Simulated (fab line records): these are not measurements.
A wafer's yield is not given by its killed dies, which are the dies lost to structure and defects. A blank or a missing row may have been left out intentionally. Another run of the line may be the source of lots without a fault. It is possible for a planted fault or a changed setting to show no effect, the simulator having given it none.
fab line records	flow sky130	part 1 of 2: steps 1 to 35 of 45
[record] lots = 5	wafers = 15	lastDay = 50
route steps=708 shown POLY_CUT@314 SD_P@320 RES_XHIGH@332 SD_N@342
lots that met no fault: taken from a fault-free run of the same line
startH: hours from the record's opening day to when the first of the lot's shown wafers began	waitH: how many hours have passed since the lot's step before this one	" same as the row above	L1.1+2: a single row standing in for several wafers	- value missing, or start not given	* or withheld: withheld	< > ~ a bound
route shown NAME@n: a module of which the file shows steps, and the number in the route of the first	usual: mean/standard deviation taken from wafers without a fault	same: alike in all rows	chamber/n: place in a boat	sites: readings site by site	_std_site: the values' standard deviation	_edge_site: inner sites' mean taken away from outer sites' mean	radiusMm: for every site, how far away it sits from the centre of the wafer	mask NAME#n: copy n	behind: the most recent tool/chamber to have shaped the wafer	hold: cause of the lot's hold/its duration in hours/its outcome	device: names the non-switching transistor (n, p or np)	end of line: the same wafers' tests at the end of the route	for a step that has no rows: nothing shown but its recipe	killed: dies that structure and defects cost at the first sort, which is not the same as the wafer's yield	map: dies across one wafer; x = killed, . = not, _ = none there
set.NAME: the setting as run; set.NAME@STEP: as run at that earlier step	model.NAME: the simulator's own value behind a step, which no gauge read
lots at selected steps of the route; one table per step, one row per wafer
services: from which hour (startH, from the record's first day; less than 0 if before it) a tool's chamber was out of use, for how many hours, and why
[[steps]]
[step SKY_POLY_CUT_DEVELOP_07]
[recipe] developTimeS = 60	resist = KrF-thick	devTempC = 21
lot.wafer	tool	chamber	startH	waitH
L085.4+5+6	lithoTrack-03	0	-	-
L087.1+3+6	lithoTrack-01	0	-	-
L091.1+3+5	lithoTrack-01	0	-	-
L096.1+3+5	lithoTrack-01	0	-	-
L097.2+5+6	lithoTrack-02	0	-	-
[step SKY_POLY_CUT_CD_MEAS_08]
[recipe] targetCdNm = 270
[usual] cdNm = 269.9/1.3
lot.wafer	tool	chamber	startH	waitH	cdNm
L085.4	cdSem-02	-	668.55	-	270.1
L085.5	"	-	"	"	270.0
L085.6	"	-	"	"	271.1
L087.1	cdSem-01	-	676.99	-	270.1
L087.3	"	-	"	"	270.0
L087.6	"	-	"	"	271.3
L091.1	cdSem-02	-	711.69	-	268.1
L091.3	"	-	"	"	270.6
L091.5	"	-	"	"	269.0
L096.1	cdSem-02	-	738.64	-	271.7
L096.3	"	-	"	"	272.4
L096.5	"	-	"	"	272.1
L097.2	cdSem-02	-	751.85	-	270.1
L097.5	"	-	"	"	270.3
L097.6	"	-	"	"	269.3
[step SKY_POLY_CUT_OVL_MEAS_09]
[usual] POLY_CUT_OVL = 1/6.1
lot.wafer	tool	chamber	startH	waitH	POLY_CUT_OVL[nm]
L085.4	overlay-02	-	668.63	0.1	8
L085.5	"	-	"	"	13
L085.6	"	-	"	"	5
L087.1	overlay-02	-	677.11	0.1	-7
L087.3	"	-	"	"	0
L087.6	"	-	"	"	-5
L091.1	overlay-01	-	711.81	0.1	-4
L091.3	"	-	"	"	-10
L091.5	"	-	"	"	-1
L096.1	overlay-01	-	738.76	0.1	-9
L096.3	"	-	"	"	-1
L096.5	"	-	"	"	-10
L097.2	overlay-02	-	751.96	0.1	0
L097.5	"	-	"	"	3
L097.6	"	-	"	"	4
[step SKY_POLY_CUT_ETCH_10]
[recipe] chemistry = N2/H2	target = BARC	ionEnergyEv = 200	sourceW = 500	biasW = 100	pressureMtorr = 30	n2FlowSccm = 100	h2FlowSccm = 200	stopOn = SiO2	timeS = 45.9	targetDepthA = 600
[usual] drypumpMotorCurrentA = 5.72/0.29	h2FlowSccm = 200.0/0.6	oesProductAu = 0.855/0.0047	throttleValvePct = 13.225/0.0091
lot.wafer	tool	chamber	startH	waitH	drypumpMotorCurrentA	h2FlowSccm	oesProductAu	rfHoursCounterH	throttleValvePct
L085.4	rieDiel-01	0	668.67	0.0	5.59	200.5	0.857	-	13.221
L085.5	"	3	"	"	6.07	199.9	0.858	-	13.224
L085.6	"	2	"	"	5.83	199.1	0.846	-	13.226
L087.1	rieDiel-02	0	677.14	0.0	5.45	200.5	0.858	14	13.210
L087.3	"	3	"	"	5.50	199.7	0.854	47	13.200
L087.6	"	3	"	"	5.50	199.4	0.859	-	13.224
L091.1	rieDiel-03	2	711.84	0.0	5.16	199.2	0.856	3	13.230
L091.3	"	3	"	"	5.97	200.3	0.852	9	13.222
L091.5	"	3	"	"	5.97	200.1	0.851	-	13.221
L096.1	rieDiel-03	2	738.80	0.0	5.17	200.4	0.854	4	13.210
L096.3	"	3	"	"	5.98	200.0	0.851	10	13.236
L096.5	"	0	"	"	6.12	199.5	0.858	-	13.217
L097.2	rieDiel-01	1	751.99	0.0	6.10	199.7	0.860	2	13.245
L097.5	"	2	"	"	5.81	199.4	0.857	-	13.207
L097.6	"	0	"	"	5.59	200.6	0.847	-	13.222
[step SKY_POLY_CUT_ETCH_11]
[recipe] target = Si3N4	chemistry = CF4/CH2F2/Ar	stopOn = poly-Si	sourceW = 600	biasW = 150	pressureMtorr = 40	cf4FlowSccm = 40	ch2f2FlowSccm = 20	Ar_flow_sccm = 150	timeS = 42.5	targetDepthA = 600
[usual] drypumpMotorCurrentA = 5.72/0.3	oesProductAu = 0.827/0.0069	throttleValvePct = 14.995/0.0085
lot.wafer	tool	chamber	startH	waitH	drypumpMotorCurrentA	oesProductAu	rfHoursCounterH	throttleValvePct
L085.4	rieDiel-01	0	668.71	0.0	5.59	0.835	-	14.987
L085.5	"	3	"	"	6.11	0.835	-	14.998
L085.6	"	2	"	"	5.87	0.832	-	14.994
L087.1	rieDiel-02	0	677.19	0.0	5.45	0.833	14	14.994
L087.3	"	3	"	"	5.49	0.823	47	14.994
L087.6	"	3	"	"	5.48	0.834	-	14.996
L091.1	rieDiel-03	2	711.89	0.0	5.15	0.827	3	14.986
L091.3	"	3	"	"	5.99	0.822	9	15.006
L091.5	"	3	"	"	5.98	0.827	-	14.987
L096.1	rieDiel-03	2	738.84	0.0	5.18	0.819	4	14.987
L096.3	"	3	"	"	5.97	0.820	10	14.990
L096.5	"	0	"	"	6.11	0.835	-	14.993
L097.2	rieDiel-01	1	752.03	0.0	6.15	0.829	2	14.999
L097.5	"	2	"	"	5.80	0.820	-	15.006
L097.6	"	0	"	"	5.61	0.825	-	14.994
[step SKY_POLY_CUT_STRIP_12]
[recipe] chemistry = O2/N2	powerW = 1400	pressureMtorr = 1500	platenTempC = withheld	o2FlowSccm = 3000	n2FlowSccm = 300	overashFraction = 0.5
[usual] drypumpMotorCurrentA = 5.8/0.34	oesProductAu = 0.451/0.005	stripTimeToEndpointS = 5.345/0.016
lot.wafer	tool	chamber	startH	waitH	drypumpMotorCurrentA	oesProductAu	rfHoursCounterH	stripTimeToEndpointS
L085.4	plasmaAsher-03	1	668.76	0.0	5.6	0.451	-	5.344
L085.5	"	0	"	"	5.6	0.446	-	5.352
L085.6	"	1	"	"	5.6	0.451	-	5.342
L087.1	plasmaAsher-01	1	677.23	0.0	5.6	0.449	96	5.348
L087.3	"	1	"	"	5.6	0.447	-	5.335
L087.6	"	1	"	"	5.6	0.456	-	5.332
L091.1	plasmaAsher-01	1	711.93	0.0	5.7	0.449	99	5.345
L091.3	"	0	"	"	5.8	0.451	-	5.343
L091.5	"	1	"	"	5.7	0.458	-	5.362
L096.1	plasmaAsher-03	0	738.88	0.0	5.6	0.448	63	5.350
L096.3	"	1	"	"	5.5	0.454	-	5.337
L096.5	"	1	"	"	5.5	0.454	-	5.318
L097.2	plasmaAsher-03	0	752.07	0.0	5.6	0.446	64	5.322
L097.5	"	0	"	"	5.6	0.453	-	5.332
L097.6	"	1	"	"	5.5	0.448	-	5.340
[step SKY_SD_P_DEHYDRATE_00]
[recipe] tempC = 200	timeS = 60
lot.wafer	tool	chamber	startH	waitH
L085.4+5+6	lithoTrack-01	0	681.96	13.2
L087.1+3+6	lithoTrack-01	0	690.34	13.1
L091.1+3+5	lithoTrack-04	0	725.43	13.5
L096.1+3+5	lithoTrack-04	0	751.58	12.7
L097.2+5+6	lithoTrack-04	0	765.16	13.1
[step SKY_SD_P_HMDS_01]
[recipe] primeTimeS = 60	primeTempC = 120
lot.wafer	tool	chamber	startH	waitH
L085.4+5+6	lithoTrack-01	0	682.11	0.1
L087.1+3+6	lithoTrack-01	0	690.49	0.1
L091.1+3+5	lithoTrack-04	0	725.58	0.1
L096.1+3+5	lithoTrack-04	0	751.73	0.1
L097.2+5+6	lithoTrack-04	0	765.31	0.1
[step SKY_SD_P_COAT_02]
[recipe] resist = NOVOLAK	spinRpm = 3000	resistThkNm = 1140
lot.wafer	tool	chamber	startH	waitH
L085.4+5+6	lithoTrack-01	0	682.26	0.1
L087.1+3+6	lithoTrack-01	0	690.64	0.1
L091.1+3+5	lithoTrack-04	0	725.73	0.1
L096.1+3+5	lithoTrack-04	0	751.88	0.1
L097.2+5+6	lithoTrack-04	0	765.46	0.1
[step SKY_SD_P_SOFTBAKE_03]
[recipe] tempC = 90	timeS = 60	resist = NOVOLAK
lot.wafer	tool	chamber	startH	waitH
L085.4+5+6	lithoTrack-01	0	682.41	0.1
L087.1+3+6	lithoTrack-01	0	690.79	0.1
L091.1+3+5	lithoTrack-04	0	725.88	0.1
L096.1+3+5	lithoTrack-04	0	752.03	0.1
L097.2+5+6	lithoTrack-04	0	765.61	0.1
[step SKY_SD_P_EXPOSE_04]
[recipe] maskId = PSDM	na = 0.6	sourceShape = conventional	sigmaOuter = 0.6	polarization = unpolarized	targetCdNm = 380	doseMj = 138
lot.wafer	tool	chamber	startH	waitH	mask
L085.4+5+6	ilineStepper-01	0	-	-	PSDM#0
L087.1+3+6	ilineStepper-02	0	-	-	PSDM#0
L091.1+3+5	ilineStepper-01	0	-	-	PSDM#0
L096.1+3+5	ilineStepper-02	0	-	-	PSDM#0
L097.2+5+6	ilineStepper-01	0	-	-	PSDM#0
[step SKY_SD_P_PEB_05]
[recipe] tempC = withheld	timeS = *	resist = NOVOLAK
lot.wafer	tool	chamber	startH	waitH
L085.4+5+6	lithoTrack-02	0	-	-
L087.1+3+6	lithoTrack-01	0	-	-
L091.1+3+5	lithoTrack-02	0	-	-
L096.1+3+5	lithoTrack-02	0	-	-
L097.2+5+6	lithoTrack-02	0	-	-
[step SKY_SD_P_DEVELOP_06]
[recipe] resist = NOVOLAK	developer = TMAH	developTimeS = 60	devTempC = 23
lot.wafer	tool	chamber	startH	waitH
L085.4+5+6	lithoTrack-02	0	696.61	0.1
L087.1+3+6	lithoTrack-01	0	705.24	0.1
L091.1+3+5	lithoTrack-02	0	739.33	0.1
L096.1+3+5	lithoTrack-02	0	765.33	0.1
L097.2+5+6	lithoTrack-02	0	778.66	0.1
[step SKY_SD_P_CD_MEAS_07]
[recipe] targetCdNm = 380
[usual] cdNm = 379.7/2.8
lot.wafer	tool	chamber	startH	waitH	cdNm
L085.4	cdSem-01	-	696.74	0.1	378.2
L085.5	"	-	"	"	381.2
L085.6	"	-	"	"	382.6
L087.1	cdSem-01	-	705.39	0.1	380.9
L087.3	"	-	"	"	380.8
L087.6	"	-	"	"	382.1
L091.1	cdSem-01	-	739.48	0.1	380.7
L091.3	"	-	"	"	382.2
L091.5	"	-	"	"	380.7
L096.1	cdSem-02	-	765.48	0.1	380.9
L096.3	"	-	"	"	380.0
L096.5	"	-	"	"	380.9
L097.2	cdSem-02	-	778.80	0.1	376.9
L097.5	"	-	"	"	378.4
L097.6	"	-	"	"	378.2
[step SKY_SD_P_OVL_MEAS_08]
[usual] SD_P_OVL = -1.2/1.6
lot.wafer	tool	chamber	startH	waitH	SD_P_OVL[nm]
L085.4	overlay-02	-	696.82	0.1	-0.6
L085.5	"	-	"	"	-2.5
L085.6	"	-	"	"	-0.6
L087.1	overlay-01	-	705.51	0.1	-1.3
L087.3	"	-	"	"	-2.7
L087.6	"	-	"	"	-1.0
L091.1	overlay-02	-	739.60	0.1	-2.8
L091.3	"	-	"	"	-3.0
L091.5	"	-	"	"	-3.9
L096.1	overlay-02	-	765.60	0.1	2.0
L096.3	"	-	"	"	1.0
L096.5	"	-	"	"	1.3
L097.2	overlay-01	-	778.91	0.1	-2.9
L097.5	"	-	"	"	-1.4
L097.6	"	-	"	"	-3.7
[step SKY_SD_P_IMPLANT_09]
[recipe] species = BF2	energyKev = 20	doseCm2 = 3e+15	tiltDeg = 0
lot.wafer	tool	chamber	startH	waitH
L085.4+5+6	implanter-03	0	696.91	0.1
L087.1+3+6	implanter-01	0	705.54	0.0
L091.1+3+5	implanter-02	0	739.64	0.0
L096.1+3+5	implanter-01	0	765.64	0.0
L097.2+5+6	implanter-03	0	778.96	0.0
[step SKY_SD_P_STRIP_10]
[recipe] chemistry = O2/N2	powerW = 1400	pressureMtorr = 1500	platenTempC = withheld	o2FlowSccm = 3000	n2FlowSccm = 300	overashFraction = 0.5
[usual] drypumpMotorCurrentA = 5.5/0.31	oesProductAu = 0.617/0.0043	stripTimeToEndpointS = 17.49/0.041
lot.wafer	tool	chamber	startH	waitH	drypumpMotorCurrentA	oesProductAu	rfHoursCounterH	stripTimeToEndpointS
L085.4	plasmaAsher-01	0	697.02	0.1	5.8	0.621	-	17.41
L085.5	"	1	"	"	5.6	0.621	-	17.42
L085.6	"	0	"	"	5.9	0.613	-	17.47
L087.1	plasmaAsher-04	1	705.69	0.1	5.4	0.613	88	17.56
L087.3	"	0	"	"	4.7	0.612	-	17.61
L087.6	"	1	"	"	5.4	0.618	-	17.51
L091.1	plasmaAsher-03	0	739.79	0.1	5.6	0.624	63	17.45
L091.3	"	0	"	"	5.6	0.611	-	17.42
L091.5	"	1	"	"	5.5	0.619	-	17.50
L096.1	plasmaAsher-01	0	765.79	0.1	5.8	0.620	2	17.46
L096.3	"	1	"	"	5.6	0.606	-	17.50
L096.5	"	0	"	"	5.9	0.615	-	17.53
L097.2	plasmaAsher-01	1	779.09	0.1	5.6	0.616	3	17.56
L097.5	"	0	"	"	5.8	0.616	-	17.45
L097.6	"	1	"	"	5.7	0.622	-	17.47
[step SKY_SD_P_TW_MEAS_11]
[usual] SD_P_TW = 2827/19
lot.wafer	tool	chamber	startH	waitH	SD_P_TW
L085.4	filmMetro-03	-	697.12	0.1	2843
L085.5	"	-	"	"	2828
L085.6	"	-	"	"	2858
L087.1	filmMetro-03	-	705.79	0.1	2856
L087.3	"	-	"	"	2854
L087.6	"	-	"	"	2834
L091.1	filmMetro-01	-	739.89	0.1	2819
L091.3	"	-	"	"	2822
L091.5	"	-	"	"	2808
L096.1	filmMetro-01	-	765.89	0.1	2801
L096.3	"	-	"	"	2808
L096.5	"	-	"	"	2805
L097.2	filmMetro-01	-	779.20	0.1	2810
L097.5	"	-	"	"	2810
L097.6	"	-	"	"	2799
[step SKY_RES_XHIGH_DEHYDRATE_00]
[recipe] tempC = 200	timeS = 60
lot.wafer	tool	chamber	startH	waitH
L085.4+5+6	lithoTrack-01	0	710.81	13.7
L087.1+3+6	lithoTrack-04	0	718.33	12.5
L091.1+3+5	lithoTrack-01	0	753.09	13.2
L096.1+3+5	lithoTrack-04	0	778.23	12.3
L097.2+5+6	lithoTrack-04	0	792.06	12.9
[step SKY_RES_XHIGH_HMDS_01]
[recipe] primeTimeS = 60	primeTempC = 120
lot.wafer	tool	chamber	startH	waitH
L085.4+5+6	lithoTrack-01	0	710.96	0.1
L087.1+3+6	lithoTrack-04	0	718.48	0.1
L091.1+3+5	lithoTrack-01	0	753.24	0.1
L096.1+3+5	lithoTrack-04	0	778.38	0.1
L097.2+5+6	lithoTrack-04	0	792.21	0.1
[step SKY_RES_XHIGH_COAT_02]
[recipe] resist = NOVOLAK	spinRpm = 3000	resistThkNm = 1140
lot.wafer	tool	chamber	startH	waitH
L085.4+5+6	lithoTrack-01	0	711.11	0.1
L087.1+3+6	lithoTrack-04	0	718.63	0.1
L091.1+3+5	lithoTrack-01	0	753.39	0.1
L096.1+3+5	lithoTrack-04	0	778.53	0.1
L097.2+5+6	lithoTrack-04	0	792.36	0.1
[step SKY_RES_XHIGH_SOFTBAKE_03]
[recipe] tempC = 90	timeS = 60	resist = NOVOLAK
lot.wafer	tool	chamber	startH	waitH
L085.4+5+6	lithoTrack-01	0	711.26	0.1
L087.1+3+6	lithoTrack-04	0	718.78	0.1
L091.1+3+5	lithoTrack-01	0	753.54	0.1
L096.1+3+5	lithoTrack-04	0	778.68	0.1
L097.2+5+6	lithoTrack-04	0	792.51	0.1
[step SKY_RES_XHIGH_EXPOSE_04]
[recipe] maskId = URPM	na = 0.6	sourceShape = conventional	sigmaOuter = 0.6	polarization = unpolarized	targetCdNm = 1270	doseMj = 140
lot.wafer	tool	chamber	startH	waitH	mask
L085.4+5+6	ilineStepper-02	0	-	-	URPM#0
L087.1+3+6	ilineStepper-02	0	-	-	URPM#0
L091.1+3+5	ilineStepper-01	0	-	-	URPM#0
L096.1+3+5	ilineStepper-02	0	-	-	URPM#0
L097.2+5+6	ilineStepper-02	0	-	-	URPM#0
[step SKY_RES_XHIGH_PEB_05]
[recipe] tempC = withheld	timeS = *	resist = NOVOLAK
lot.wafer	tool	chamber	startH	waitH
L085.4+5+6	lithoTrack-01	0	-	-
L087.1+3+6	lithoTrack-03	0	-	-
L091.1+3+5	lithoTrack-04	0	-	-
L096.1+3+5	lithoTrack-01	0	-	-
L097.2+5+6	lithoTrack-01	0	-	-
[step SKY_RES_XHIGH_DEVELOP_06]
[recipe] resist = NOVOLAK	developer = TMAH	developTimeS = 60	devTempC = 23
lot.wafer	tool	chamber	startH	waitH
L085.4+5+6	lithoTrack-01	0	724.51	0.1
L087.1+3+6	lithoTrack-03	0	733.14	0.1
L091.1+3+5	lithoTrack-04	0	766.78	0.1
L096.1+3+5	lithoTrack-01	0	792.09	0.1
L097.2+5+6	lithoTrack-01	0	805.61	0.1
[step SKY_RES_XHIGH_IMPLANT_07]
[recipe] species = BF2	energyKev = 20	doseCm2 = 3.6e+14	tiltDeg = 0
lot.wafer	tool	chamber	startH	waitH
L085.4+5+6	implanter-03	0	724.66	0.1
L087.1+3+6	implanter-04	0	733.29	0.1
L091.1+3+5	implanter-02	0	766.93	0.1
L096.1+3+5	implanter-03	0	792.24	0.1
L097.2+5+6	implanter-03	0	805.76	0.1
[step SKY_RES_XHIGH_STRIP_08]
[recipe] chemistry = O2/N2	powerW = 1400	pressureMtorr = 1500	platenTempC = withheld	o2FlowSccm = 3000	n2FlowSccm = 300	overashFraction = 0.5
[usual] drypumpMotorCurrentA = 5.7/0.6	oesProductAu = 0.711/0.0049	stripTimeToEndpointS = 14.26/0.041
lot.wafer	tool	chamber	startH	waitH	drypumpMotorCurrentA	oesProductAu	rfHoursCounterH	stripTimeToEndpointS
L085.4	plasmaAsher-02	1	724.77	0.1	6.1	0.719	-	14.24
L085.5	"	1	"	"	6.1	0.708	-	14.32
L085.6	"	0	"	"	6.6	0.707	-	14.24
L087.1	plasmaAsher-02	1	733.44	0.1	6.1	0.707	29	14.24
L087.3	"	0	"	"	6.6	0.707	-	14.24
L087.6	"	1	"	"	6.1	0.709	-	14.24
L091.1	plasmaAsher-03	0	767.08	0.1	5.6	0.711	65	14.29
L091.3	"	0	"	"	5.6	0.711	-	14.32
L091.5	"	1	"	"	5.5	0.708	-	14.25
L096.1	plasmaAsher-02	1	792.39	0.1	6.0	0.715	35	14.22
L096.3	"	0	"	"	6.6	0.716	-	14.23
L096.5	"	0	"	"	6.6	0.709	-	14.23
L097.2	plasmaAsher-03	0	805.89	0.1	5.6	0.709	69	14.27
L097.5	"	1	"	"	5.5	0.717	-	14.34
L097.6	"	0	"	"	5.6	0.706	-	14.29
[step SKY_RES_XHIGH_TW_MEAS_09]
[usual] RES_XHIGH_TW = 1640/11
lot.wafer	tool	chamber	startH	waitH	RES_XHIGH_TW
L085.4	filmMetro-01	-	724.87	0.1	1631
L085.5	"	-	"	"	1631
L085.6	"	-	"	"	1621
L087.1	filmMetro-03	-	733.54	0.1	1653
L087.3	"	-	"	"	1651
L087.6	"	-	"	"	1654
L091.1	filmMetro-03	-	767.18	0.1	1647
L091.3	"	-	"	"	1653
L091.5	"	-	"	"	1643
L096.1	filmMetro-03	-	792.49	0.1	1656
L096.3	"	-	"	"	1647
L096.5	"	-	"	"	1659
L097.2	filmMetro-01	-	806.00	0.1	1627
L097.5	"	-	"	"	1628
L097.6	"	-	"	"	1639
[step SKY_SD_N_DEHYDRATE_00]
[recipe] tempC = 200	timeS = 60
lot.wafer	tool	chamber	startH	waitH
L085.4+5+6	lithoTrack-04	0	738.11	13.2
L087.1+3+6	lithoTrack-02	0	745.13	11.6
L091.1+3+5	lithoTrack-02	0	779.88	12.7
L096.1+3+5	lithoTrack-02	0	805.18	12.7
L097.2+5+6	lithoTrack-04	0	817.96	11.9
[step SKY_SD_N_HMDS_01]
[recipe] primeTimeS = 60	primeTempC = 120
lot.wafer	tool	chamber	startH	waitH
L085.4+5+6	lithoTrack-04	0	738.26	0.1
L087.1+3+6	lithoTrack-02	0	745.28	0.1
L091.1+3+5	lithoTrack-02	0	780.03	0.1
L096.1+3+5	lithoTrack-02	0	805.33	0.1
L097.2+5+6	lithoTrack-04	0	818.11	0.1
[step SKY_SD_N_COAT_02]
[recipe] resist = NOVOLAK	spinRpm = 3000	resistThkNm = 1140
lot.wafer	tool	chamber	startH	waitH
L085.4+5+6	lithoTrack-04	0	738.41	0.1
L087.1+3+6	lithoTrack-02	0	745.43	0.1
L091.1+3+5	lithoTrack-02	0	780.18	0.1
L096.1+3+5	lithoTrack-02	0	805.48	0.1
L097.2+5+6	lithoTrack-04	0	818.26	0.1
[step SKY_SD_N_SOFTBAKE_03]
[recipe] tempC = 90	timeS = 60	resist = NOVOLAK
lot.wafer	tool	chamber	startH	waitH
L085.4+5+6	lithoTrack-04	0	738.56	0.1
L087.1+3+6	lithoTrack-02	0	745.58	0.1
L091.1+3+5	lithoTrack-02	0	780.33	0.1
L096.1+3+5	lithoTrack-02	0	805.63	0.1
L097.2+5+6	lithoTrack-04	0	818.41	0.1
[step SKY_SD_N_EXPOSE_04]
[recipe] maskId = NSDM	na = 0.6	sourceShape = conventional	sigmaOuter = 0.6	polarization = unpolarized	targetCdNm = 380	doseMj = 141
lot.wafer	tool	chamber	startH	waitH	mask
L085.4+5+6	ilineStepper-01	0	-	-	NSDM#0
L087.1+3+6	ilineStepper-01	0	-	-	NSDM#0
L091.1+3+5	ilineStepper-01	0	-	-	NSDM#0
L096.1+3+5	ilineStepper-01	0	-	-	NSDM#0
L097.2+5+6	ilineStepper-01	0	-	-	NSDM#0
[step SKY_SD_N_PEB_05]
[recipe] tempC = withheld	timeS = *	resist = NOVOLAK
lot.wafer	tool	chamber	startH	waitH
L085.4+5+6	lithoTrack-03	0	-	-
L087.1+3+6	lithoTrack-04	0	-	-
L091.1+3+5	lithoTrack-04	0	-	-
L096.1+3+5	lithoTrack-04	0	-	-
L097.2+5+6	lithoTrack-04	0	-	-
[step SKY_SD_N_DEVELOP_06]
[recipe] resist = NOVOLAK	developer = TMAH	developTimeS = 60	devTempC = 23
lot.wafer	tool	chamber	startH	waitH
L085.4+5+6	lithoTrack-03	0	751.62	0.1
L087.1+3+6	lithoTrack-04	0	758.38	0.1
L091.1+3+5	lithoTrack-04	0	794.03	0.1
L096.1+3+5	lithoTrack-04	0	817.78	0.1
L097.2+5+6	lithoTrack-04	0	832.26	0.1
